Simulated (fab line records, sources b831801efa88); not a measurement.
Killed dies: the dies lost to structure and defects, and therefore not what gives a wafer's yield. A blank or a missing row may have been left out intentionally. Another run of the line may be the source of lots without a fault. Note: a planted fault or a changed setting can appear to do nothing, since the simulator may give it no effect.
fab line records    flow sky130
record lots=14  wafers=42  lastDay=50
route steps=708 shown CAP2M@616 METAL4@633 METAL5@664
lots untouched by any fault: they come from a run of this same line in which no faults occurred
startH: the number of hours between the record's first day and the start of the first shown wafer of the lot    waitH: hours since the lot's step before    " as in the row above    L1.1+2: one row covering several wafers at once    - no value, or no start was given    * or withheld: withheld    < > ~ a bound
route shown NAME@n: NAME is a module with steps in the file, n the number in the route of the first one    usual: mean and standard deviation over wafers with no fault    same: alike in all rows    chamber/n: place in a boat    sites: each site's reading    _std_site: the standard deviation of these    _edge_site: the outer-site mean with the inner-site mean subtracted    radiusMm: how far each site lies from the wafer's centre    mask NAME#n: copy n    behind: tool/chamber where the wafer was last shaped    hold: what put the lot on hold/how long, in hours/how the hold closed    device: transistor that didn't switch, given as n, p or np    end of line: the same wafers' tests at the end of the route    a step without rows: its recipe alone    killed: dies that structure and defects cost at the first sort, which is not the same as the wafer's yield    map: the dies of a wafer, with x for killed, . for not killed, _ for no die there
set.NAME: the setting that was run; set.NAME@STEP: the one run at that earlier step    model.NAME: the simulator's own value behind a step, which no gauge read
a sample of lots followed through the steps of the route, with each step as a table and each wafer as a row
services: a tool's chamber out of use, with start hour (startH, from the record's first day; less than 0 if before it), hours out, and reason
## steps
# step SKY_CAP2M_METAL_ETCH_13
# recipe targetDepthNm=220  stopOn=SiO2  chemistry=Cl2/BCl3  target=TiN  pressureMtorr=10  icpW=900  biasW=48.5  Cl2_flow_sccm=60  bcl3FlowSccm=30  timeS=61.56
# usual drypumpMotorCurrentA=5.87/0.25  oesProductAu=0.955/0.0074  throttleValvePct=21.893/0.0096
lot.wafer  tool         chamber  startH   waitH  drypumpMotorCurrentA  oesProductAu  rfHoursCounterH  throttleValvePct
L342.2     rieMetal-03  0        951.40   0.0    6.07                  0.967         -                21.887
L342.3     "            0        "        "      6.08                  0.952         -                21.899
L342.6     "            0        "        "      6.07                  0.956         -                21.892
L343.2     rieMetal-01  1        962.23   0.0    5.36                  0.950         20               21.911
L343.3     "            1        "        "      5.36                  0.962         -                21.896
L343.6     "            1        "        "      5.37                  0.968         -                21.891
L345.2     rieMetal-03  0        968.78   0.0    6.09                  0.953         22               21.910
L345.4     "            0        "        "      6.08                  0.954         -                21.884
L345.6     "            0        "        "      6.07                  0.952         -                21.906
L353.1     rieMetal-03  1        1029.47  0.0    6.01                  0.952         9                21.883
L353.2     "            1        "        "      6.04                  0.962         -                21.900
L353.4     "            1        "        "      6.01                  0.953         -                21.904
L354.3     rieMetal-01  1        1034.09  0.0    5.37                  0.946         -                21.894
L354.4     "            0        "        "      5.98                  0.955         -                21.897
L354.5     "            0        "        "      5.97                  0.955         -                21.888
L355.1     rieMetal-03  0        1043.03  0.0    6.07                  0.940         0                21.902
L355.2     "            1        "        "      6.03                  0.953         11               21.888
L355.3     "            0        "        "      6.08                  0.959         -                21.890
L356.3     rieMetal-01  1        1047.40  0.0    5.36                  0.949         -                21.900
L356.4     "            0        "        "      5.98                  0.965         -                21.891
L356.6     "            0        "        "      5.97                  0.961         -                21.891
L357.3     rieMetal-03  0        1054.19  0.0    6.05                  0.958         -                21.894
L357.4     "            1        "        "      6.01                  0.953         -                21.869
L357.5     "            1        "        "      6.03                  0.964         -                21.885
L358.4     rieMetal-03  0        1067.06  0.0    6.06                  0.957         -                21.897
L358.5     "            1        "        "      6.02                  0.944         -                21.899
L358.6     "            0        "        "      6.06                  0.951         -                21.898
L359.1     rieMetal-04  1        1068.97  0.0    5.92                  0.950         12               21.896
L359.3     "            1        "        "      5.93                  0.966         -                21.878
L359.5     "            0        "        "      5.59                  0.961         -                21.904
L360.1     rieMetal-01  0        1073.47  0.0    5.96                  0.956         11               21.889
L360.3     "            1        "        "      5.38                  0.960         -                21.885
L360.5     "            1        "        "      5.37                  0.960         -                21.887
L362.1     rieMetal-04  0        1087.87  0.0    5.58                  0.942         4                21.900
L362.2     "            1        "        "      5.97                  0.948         13               21.891
L362.3     "            1        "        "      5.95                  0.961         -                21.891
L363.3     rieMetal-01  1        1092.54  0.0    5.37                  0.960         -                21.881
L363.4     "            0        "        "      5.98                  0.958         -                21.884
L363.5     "            0        "        "      5.98                  0.967         -                21.891
L364.1     rieMetal-01  0        1098.62  0.0    5.97                  0.969         13               21.881
L364.3     "            0        "        "      5.97                  0.953         -                21.892
L364.6     "            0        "        "      5.98                  0.957         -                21.866
# step SKY_METAL4_ETCH_17
# recipe target=SiO2  stopOn=TiN  chemistry=C4F8/O2/Ar  sourceW=1500  biasW=1200  pressureMtorr=40  c4f8FlowSccm=withheld  O2_flow_sccm=6  Ar_flow_sccm=300  timeS=3.9  targetDepthA=150
# usual oesProductAu=0.756/0.0062
lot.wafer  tool        chamber  startH   waitH  oesProductAu  rfHoursCounterH
L342.2     rieDiel-03  1        976.22   0.1    0.749         5
L342.3     "           3        "        "      0.751         18
L342.6     "           2        "        "      0.758         -
L343.2     rieDiel-03  2        986.80   0.1    0.755         14
L343.3     "           0        "        "      0.753         21
L343.6     "           0        "        "      0.760         -
L345.2     rieDiel-03  3        994.25   0.1    0.754         18
L345.4     "           1        "        "      0.757         -
L345.6     "           3        "        "      0.759         -
L353.1     rieDiel-01  2        1053.08  0.1    0.748         11
L353.2     "           1        "        "      0.747         11
L353.4     "           3        "        "      0.760         3
L354.3     rieDiel-01  1        1056.87  0.0    0.751         11
L354.4     "           3        "        "      0.742         3
L354.5     "           2        "        "      0.751         -
L355.1     rieDiel-04  1        1064.88  0.1    0.753         25
L355.2     "           3        "        "      0.749         27
L355.3     "           2        "        "      0.761         11
L356.3     rieDiel-01  1        1069.57  0.0    0.759         12
L356.4     "           0        "        "      0.754         16
L356.6     "           3        "        "      0.758         -
L357.3     rieDiel-04  2        1076.93  0.0    0.749         11
L357.4     "           0        "        "      0.751         14
L357.5     "           1        "        "      0.765         -
L358.4     rieDiel-03  1        1088.63  0.0    0.758         9
L358.5     "           2        "        "      0.759         -
L358.6     "           3        "        "      0.764         -
L359.1     rieDiel-04  1        1090.72  0.1    0.756         26
L359.3     "           0        "        "      0.755         14
L359.5     "           2        "        "      0.744         -
L360.1     rieDiel-01  3        1094.63  0.1    0.738         4
L360.3     "           0        "        "      0.760         16
L360.5     "           2        "        "      0.758         -
L362.1     rieDiel-04  2        1108.13  0.1    0.752         12
L362.2     "           0        "        "      0.762         15
L362.3     "           1        "        "      0.759         27
L363.3     rieDiel-03  2        1112.93  0.0    0.750         18
L363.4     "           3        "        "      0.753         23
L363.5     "           2        "        "      0.750         -
L364.1     rieDiel-03  1        1118.92  0.1    0.746         10
L364.3     "           2        "        "      0.749         18
L364.6     "           3        "        "      0.764         -
# step SKY_METAL5_SPUTTER_03
# recipe material=Ti  targetThkNm=5  powerW=3000  timeS=3.3  chamberPressurePa=0.4
# usual cathodeDcPowerW=3000.0/0.59  chamberPressurePa=0.4001/0.0007  throttleValvePct=29.9/1.1
lot.wafer  tool           chamber  startH   waitH  cathodeDcPowerW  chamberPressurePa  throttleValvePct
L342.2     pvdSputter-01  -        1002.44  0.0    2999.4           0.4010             29.4
L342.3     "              -        "        "      2999.4           0.4002             26.8
L342.6     "              -        "        "      2999.9           0.4010             29.5
L343.2     pvdSputter-03  -        1012.48  0.0    3000.0           0.4008             30.2
L343.3     "              -        "        "      2999.7           0.4004             30.8
L343.6     "              -        "        "      2999.3           0.3996             31.1
L345.2     pvdSputter-03  -        1019.97  0.0    2999.7           0.4017             30.2
L345.4     "              -        "        "      3000.2           0.4012             30.1
L345.6     "              -        "        "      2999.3           0.3998             30.2
L353.1     pvdSputter-01  -        1076.83  0.0    -                -                  -
L353.2     "              -        "        "      -                -                  -
L353.4     "              -        "        "      -                -                  -
L354.3     pvdSputter-03  -        1080.38  0.0    -                -                  -
L354.4     "              -        "        "      -                -                  -
L354.5     "              -        "        "      -                -                  -
L355.1     pvdSputter-01  -        1089.58  0.0    3000.4           0.4002             27.1
L355.2     "              -        "        "      2999.3           0.4001             29.0
L355.3     "              -        "        "      2999.2           0.3994             29.4
L356.3     pvdSputter-01  -        1093.11  0.0    2999.9           0.4001             27.3
L356.4     "              -        "        "      2999.8           0.4001             30.5
L356.6     "              -        "        "      3000.3           0.3987             29.1
L357.3     pvdSputter-03  -        1098.30  0.0    3000.7           0.3992             30.8
L357.4     "              -        "        "      2999.6           0.4005             30.1
L357.5     "              -        "        "      2999.3           0.4005             29.9
L358.4     pvdSputter-03  -        1112.27  0.0    2999.7           0.4012             30.9
L358.5     "              -        "        "      3000.6           0.3995             30.8
L358.6     "              -        "        "      2999.5           0.3988             30.9
L359.1     pvdSputter-02  -        1113.79  0.0    2999.7           0.4000             31.2
L359.3     "              -        "        "      3000.1           0.3998             29.7
L359.5     "              -        "        "      3000.0           0.4001             31.3
L360.1     pvdSputter-02  -        1117.67  0.0    2999.5           0.4015             30.5
L360.3     "              -        "        "      2999.1           0.4008             29.9
L360.5     "              -        "        "      3000.4           0.4007             30.8
L362.1     pvdSputter-03  -        1130.14  0.0    2999.3           0.4003             30.8
L362.2     "              -        "        "      3000.0           0.3991             30.3
L362.3     "              -        "        "      3000.1           0.3999             30.0
L363.3     pvdSputter-03  -        1135.86  0.0    2999.3           0.4005             30.2
L363.4     "              -        "        "      3000.1           0.3995             30.8
L363.5     "              -        "        "      2998.5           0.3989             30.1
L364.1     pvdSputter-01  -        1140.99  0.0    3001.2           0.4003             29.4
L364.3     "              -        "        "      2999.8           0.4001             27.4
L364.6     "              -        "        "      2999.9           0.4008             29.5
## services
tool           chamber  startH   hours  kind
rieDiel-03     2        935.19   2.5    repair
rieMetal-03    1        936.64   28.2   repair
rieDiel-04     3        939.69   2.0    repair
rieDiel-04     -        978.72   2.8    pm
rieMetal-03    1        992.30   8.1    repair
rieDiel-03     0        993.56   6.4    repair
rieMetal-01    1        1014.96  -      clean
rieMetal-01    1        1014.96  18.7   scheduledDown
rieMetal-01    1        1014.96  18.7   ventCycle
rieDiel-01     3        1015.87  22.5   repair
rieMetal-03    0        1021.34  -      clean
rieMetal-03    0        1021.34  18.6   scheduledDown
rieMetal-03    0        1021.34  18.6   ventCycle
rieDiel-01     1        1031.60  3.4    repair
rieMetal-03    -        1045.26  1.4    repair
rieDiel-03     2        1048.92  9.0    repair
pvdSputter-01  -        1049.02  1.7    repair
pvdSputter-01  -        1062.95  0.6    repair
rieDiel-01     -        1076.38  2.8    pm
rieDiel-01     1        1083.16  3.3    repair
pvdSputter-03  -        1115.68  1.0    repair
rieDiel-04     2        1116.01  4.8    repair
rieDiel-01     3        1129.39  2.4    repair
rieDiel-01     -        1131.11  1.0    repair
## key
firstSign step=SKY_METAL5_SPUTTER_03  reading=toolRecord  direction=missing
effect none on later readings
metAt SKY_METAL5_SPUTTER_03
struckLots L353,L354
laterRowsLeftOut L353.1,L353.2,L353.4,L354.3,L354.4,L354.5
sortLeftOut L353.1,L353.2,L353.4,L354.3,L354.4,L354.5
notActingAt SKY_CAP2M_METAL_ETCH_13,SKY_METAL4_ETCH_17
onsetBetween 1019.97 1076.83
fault kind=skippedStepWhole  tool=pvdSputter-01,pvdSputter-03  chamber=-  onsetH=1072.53  steps=SKY_METAL5_SPUTTER_03  scope=struckLotsOnly
# sortLeftOut: the simulated sort isn't trusted on such a fault, so these wafers' sort isn't shown, and their yield isn't known
# laterRowsLeftOut: the simulator's readings of these wafers behind a module that went badly wrong aren't trusted and aren't shown, but for the sort
